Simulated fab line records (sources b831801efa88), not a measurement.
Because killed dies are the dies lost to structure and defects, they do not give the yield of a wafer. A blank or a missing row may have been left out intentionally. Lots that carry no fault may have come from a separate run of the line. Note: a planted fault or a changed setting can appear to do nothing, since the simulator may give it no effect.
A struck lot beside a sound one    flow sfq_line    32 steps out of a route of 325
Sound: wafers L756.1, L756.3, L756.4. Struck: wafers L772.2, L772.3, L772.4. The cause is given at the end.
At each step with rows: each side's tool, then ch and its chambers, then its first start. Under that, the readings that differ: sound wafers    struck wafers    difference of the means    sigmas: that difference in standard deviations of wafers without a fault.
alike: readings whose means differ by less than 2 such deviations, and words and numbers that are the same on both sides. not compared: withheld readings, readings that some wafer has no value for, bounds like >300 that may hide the same value, and numbers for which the record gives no deviation and whose values overlap.
The two part at a step that has a row with sigmas, a row that says differs or no value, or rows on one side only. Numbers that don't overlap but have no deviation are shown without sigmas and don't part them. Lack of a reading on every wafer of one side parts them only where that side has two or more wafers.

SFQ_INCOMING_BOW_MEAS_900:
  sound on film_metro-04 at day 1 10:00; struck on film_metro-01 at day 4 18:01
  alike: INCOMING_BOW
then, 1 step without rows for these wafers: SFQ_TRILAYER_INCOMING_OXIDATION_002 (target thk 500 nm, ox time 4939 s).
SFQ_TRILAYER_L0_DEP_SPUTTER_003: material MoNx KI, target thk 40 nm, time 100 s.
  sound on pvd_sputter-03 at day 1 12:29; struck on pvd_sputter-03 at day 4 20:29
reading                                                   sound             struck             difference  sigmas
model.MoNx_KI_of_TRILAYER_L0_DEP_SPUTTER_003.thk_nm (nm)  39.9 39.42 39.26  63.13 62.47 63.32  +23.45      
  alike: throttle_valve_pct
SFQ_L0_RS_MEAS_901: measures by four-point-probe.
  sound on film_metro-02 at day 1 12:34; struck on film_metro-01 at day 4 20:35
reading                 sound           struck          difference  sigmas
L0_MONX_KI_RS (ohm/sq)  43.6 44.1 44.3  27.5 27.8 27.4  -16.4       -35
SFQ_L0_THK_MEAS_902: measures by xrf.
  sound on film_metro-02 at day 1 12:41; struck on film_metro-01 at day 4 20:41
reading              sound           struck          difference  sigmas
L0_MONX_KI_THK (nm)  39.7 39.3 39.1  63.0 62.1 62.5  +23.2       +53
then, 6 steps without rows for these wafers: SFQ_TRILAYER_L0_LITHO_COAT_010 (resist thk 62 nm); SFQ_TRILAYER_L0_LITHO_COAT_005 (resist thk 600 nm); SFQ_TRILAYER_L0_LITHO_SOFTBAKE_009; SFQ_TRILAYER_L0_LITHO_EXPOSE_006 (exposes mask L0, target cd 2000 nm); SFQ_TRILAYER_L0_LITHO_PEB_008 (peb time 60 s); SFQ_TRILAYER_L0_LITHO_DEVELOP_007 (time 60 s).
-- the record jumps here: 3 days lie between the struck wafers' starts before and after --
SFQ_TRILAYER_L0_BARC_OPEN_METAL_ETCH_010: etches BARC in O2, target depth 125 nm, time 41.7 s.
  sound on rie_metal-01 ch 0,1, day 3 14:11; struck on rie_metal-04 ch 0,1, day 7 12:56
  alike: chamber_pressure_mTorr, drypump_motor_current_A, oes_product_au
  not compared: rf_hours_counter_h
SFQ_TRILAYER_L0_ETCH_METAL_ETCH_008: etches MoNx KI in SF6/O2, stops on SiO2, target depth 50 nm, time 25 s.
  sound on rie_metal-01 ch 0,1, day 3 14:15; struck on rie_metal-04 ch 0,1, day 7 12:59
reading                sound              struck             difference  sigmas
oes_product_au (a.u.)  0.868 0.865 0.866  1.003 1.002 1.009  +0.138      +20
  alike: chamber_pressure_mTorr, drypump_motor_current_A
  not compared: rf_hours_counter_h
then, 2 steps without rows for these wafers: SFQ_TRILAYER_L0_STRIP_STRIP_009 (strips in O2); SFQ_TRILAYER_L0_STRIP_SOLV_CLEAN_010 (cleans in NMP, time 600 s).
SFQ_TRILAYER_L0_CAP_PECVD_011: deposits SiO2 from SiH4/N2O, time 13.333 s, target thk 60 nm.
  sound on pecvd-04 ch 0,1,2, day 3 15:04; struck on pecvd-01 ch 0,1,2, day 7 13:49
  alike: chamber_pressure_Torr, heater_power_w, throttle_valve_pct
then, 6 steps without rows for these wafers: SFQ_TRILAYER_L0_VIA_LITHO_COAT_018 (resist thk 62 nm); SFQ_TRILAYER_L0_VIA_LITHO_COAT_013 (resist thk 650 nm); SFQ_TRILAYER_L0_VIA_LITHO_SOFTBAKE_017; SFQ_TRILAYER_L0_VIA_LITHO_EXPOSE_014 (exposes mask L0V, target cd 700 nm); SFQ_TRILAYER_L0_VIA_LITHO_PEB_016 (peb time 60 s); SFQ_TRILAYER_L0_VIA_LITHO_DEVELOP_015 (time 60 s).
-- the record jumps here: 2 days lie between the struck wafers' starts before and after --
SFQ_L0V_OVL_MEAS_903:
  sound on overlay-01 at day 5 02:55; struck on overlay-01 at day 9 17:58
  alike: L0V_OVL
SFQ_TRILAYER_L0_VIA_BARC_OPEN_VIA_ETCH_021: etches BARC in O2, target depth 125 nm, time 41.7 s.
  sound on rie_diel-04 ch 0,1,2, day 5 02:57; struck on rie_diel-01 ch 0,2,3, day 9 18:00
  alike: chamber_pressure_mTorr, drypump_motor_current_A, oes_product_au
  not compared: rf_hours_counter_h
SFQ_TRILAYER_L0_VIA_ETCH_VIA_ETCH_016: etches SiO2 in CHF3, stops on MoNx KI, target depth 80 nm.
  sound on rie_diel-04 ch 0,1,2, day 5 02:59; struck on rie_diel-01 ch 0,2,3, day 9 18:02
  alike: chamber_pressure_mTorr, drypump_motor_current_A, oes_product_au
then, 3 steps without rows for these wafers: SFQ_TRILAYER_L0_VIA_STRIP_STRIP_017 (strips in O2); SFQ_TRILAYER_L0_VIA_STRIP_SOLV_CLEAN_018 (cleans in NMP, time 600 s); SFQ_TRILAYER_M0_DEP_PRE_CLEAN_020 (time 15 s).
SFQ_TRILAYER_M0_DEP_SPUTTER_019: material Nb, target thk 200 nm, time 133.3 s.
  sound on pvd_sputter-03 at day 5 03:50; struck on pvd_sputter-04 at day 9 19:31
  alike: throttle_valve_pct
SFQ_M0_RS_MEAS_904: measures by four-point-probe.
  sound on film_metro-03 at day 5 03:56; struck on film_metro-02 at day 9 19:37
  alike: M0_NB_RS
then, 1 step without rows for these wafers: SFQ_TRILAYER_M0_LITHO_COAT_026 (resist thk 62 nm).
-- the record jumps here: 84 days lie between the struck wafers' starts before and after --
SFQ_M8_BOW_MEAS_951:
  sound on film_metro-02 at day 82 14:42; struck on film_metro-04 at day 93 13:53
reading                        sound              struck             difference  sigmas
M8_BOW (um)                    27 23 21           -1 -3 -4           -26         -2
model.etest.l0.ohm_sq          43.59 44.11 44.29  27.55 27.84 27.46  -16.38      
model.etest.l0.comb_log10_ohm  12 12 12           0 0 0              -12         

## WHERE THEY PART
Last at SFQ_M8_BOW_MEAS_951 as far as this record goes, first at SFQ_L0_RS_MEAS_901.

WHY: whatever the simulator had introduced
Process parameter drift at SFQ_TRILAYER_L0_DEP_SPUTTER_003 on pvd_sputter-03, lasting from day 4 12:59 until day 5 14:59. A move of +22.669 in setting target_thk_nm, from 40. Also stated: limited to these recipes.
